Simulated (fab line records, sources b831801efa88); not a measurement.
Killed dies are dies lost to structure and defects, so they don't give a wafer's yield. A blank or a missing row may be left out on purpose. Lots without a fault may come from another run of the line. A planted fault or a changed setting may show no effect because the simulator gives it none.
Problem report in the 8D (eight disciplines) form, filled by code | flow sky130 | the parts of the form that need people (team, actions taken, sign-off) are left out

1. THE PROBLEM
sort_bin_3_pad_short at SKY_PAD_OPEN_PROBE_99 reads a mean of 4.3 % on 1 wafer of 1 lot; wafers without a fault read 0.9 % with a standard deviation of 0.39. That is +8.7 standard deviations from the usual mean.
First seen on wafer L968.6, day 48 15:50, on prober-01. The record holds 20 wafers of 7 lots with a number at this step. Rule for "out", or "out of limits": more than 4 standard deviations from the usual mean. The other wafers with a number count as sound.

2. WHAT IT IS AND WHAT IT IS NOT
question                    | is                                                                                                       | is not
which readings at this step | sort_bin_3_pad_short, defect_limited_yield, killed_at_M0_to_M3, killed_dies, sort_n_pass, sort_yield_pct | killed_at_M4_up, killed_at_contacts, killed_at_front_end, killed_at_other, killed_open, killed_short, sort_bin_6_memory
which lots                  | L968                                                                                                     | L958, L963, L964, L966, L974, L975
which wafers of those lots  | L968.6                                                                                                   | L968.2, L968.5
read on which tools         | prober-01                                                                                                | prober-02
when                        | from day 48 15:50                                                                                        | up to then (13 sound wafers); but 6 sound wafers of L974, L975 came after

3. SUSPECTS, AND WHAT RULES EACH OUT
Counting: a tool at a process step up to the reading stays a suspect if it ran every lot that is out. Sound lots after the first of them don't rule it out here, since some wafers of a struck lot are sound.
- hdpcvd-02 at SKY_VIA2_HDPCVD_00 (deposits SiO2, target thk 1180 nm, time 196.7 s): kept. It ran the lot that is out, L968 (day 38 16:56); its last sound lot up to then is L966 (day 38 07:19).
- plasma_asher-02 at SKY_VIA4_STRIP_13 (strips in O2/N2): kept. It ran the lot that is out, L968 (day 45 21:23).
- rie_diel-04 at SKY_PAD_OPEN_ETCH_07 (etches the open film in CF4/O2, stops on AlCu, target depth 725 nm, time 153.4 s): kept. It ran the lot that is out, L968 (day 48 13:16); its last sound lot up to then is L964 (day 47 22:32).
- prober-01 at SKY_PAD_OPEN_PROBE_99: kept. It ran the lot that is out, L968 (day 48 15:38); its last sound lot up to then is L964 (day 48 00:52). Its own readings are out on those wafers: defect_limited_yield, killed_at_M0_to_M3, killed_dies, sort_bin_3_pad_short, sort_n_pass, sort_yield_pct.
- Within plasma_asher-02 at SKY_VIA4_STRIP_13: the wafers that are out ran in chamber 1; their sound lot-mates ran in chamber 0.
- Within rie_diel-04 at SKY_PAD_OPEN_ETCH_07: the wafers that are out ran in chamber 1; their sound lot-mates ran in chambers 0, 2.
Left after counting: hdpcvd-02 at SKY_VIA2_HDPCVD_00, plasma_asher-02 at SKY_VIA4_STRIP_13, rie_diel-04 at SKY_PAD_OPEN_ETCH_07, prober-01 at SKY_PAD_OPEN_PROBE_99.

4. THE CAUSE (what the simulator had put in)
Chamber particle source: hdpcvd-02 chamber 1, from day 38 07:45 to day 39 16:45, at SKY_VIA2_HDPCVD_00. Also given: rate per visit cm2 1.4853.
Counting left 4 suspects, and this tool is among them.

5. THE CHAIN OF EFFECTS, in route order
Each row: a reading whose mean over the struck wafers that have a number lies more than 3 standard deviations from the usual. Only readings for which the record gives a usual standard deviation are gone through. hours: the time from each lot's start at the first step in this table that gives one to its start at this step, as a median over the lots. sigmas: the change in usual standard deviations.
hours | step                  | reading              | usual  | on struck wafers | change | sigmas
0     | SKY_PAD_OPEN_PROBE_99 | defect_limited_yield | 82.4 % | 72.8             | -9.6   | -5.3
0     | SKY_PAD_OPEN_PROBE_99 | killed_at_M0_to_M3   | 44     | 93               | +49    | +7.8
0     | SKY_PAD_OPEN_PROBE_99 | killed_dies          | 87     | 134              | +47    | +5.3
0     | SKY_PAD_OPEN_PROBE_99 | sort_bin_3_pad_short | 0.9 %  | 4.3              | +3.4   | +8.7
0     | SKY_PAD_OPEN_PROBE_99 | sort_bin_5_function  | 10.4 % | 16.3             | +5.9   | +3.9
0     | SKY_PAD_OPEN_PROBE_99 | sort_n_pass          | 405    | 358              | -47    | -5.3
0     | SKY_PAD_OPEN_PROBE_99 | sort_yield_pct       | 82.4 % | 72.8             | -9.6   | -5.3
The process steps in it:
- SKY_PAD_OPEN_PROBE_99

6. WHAT WOULD HAVE CAUGHT IT SOONER
In this record the first reading out of limits was taken at day 48 15:50, 248 hours after the fault began at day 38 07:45.
All the lots that are out (1) had begun SKY_VIA2_HDPCVD_00 on hdpcvd-02 by day 48 15:50. A hold on the tool at that time would have spared none of them.
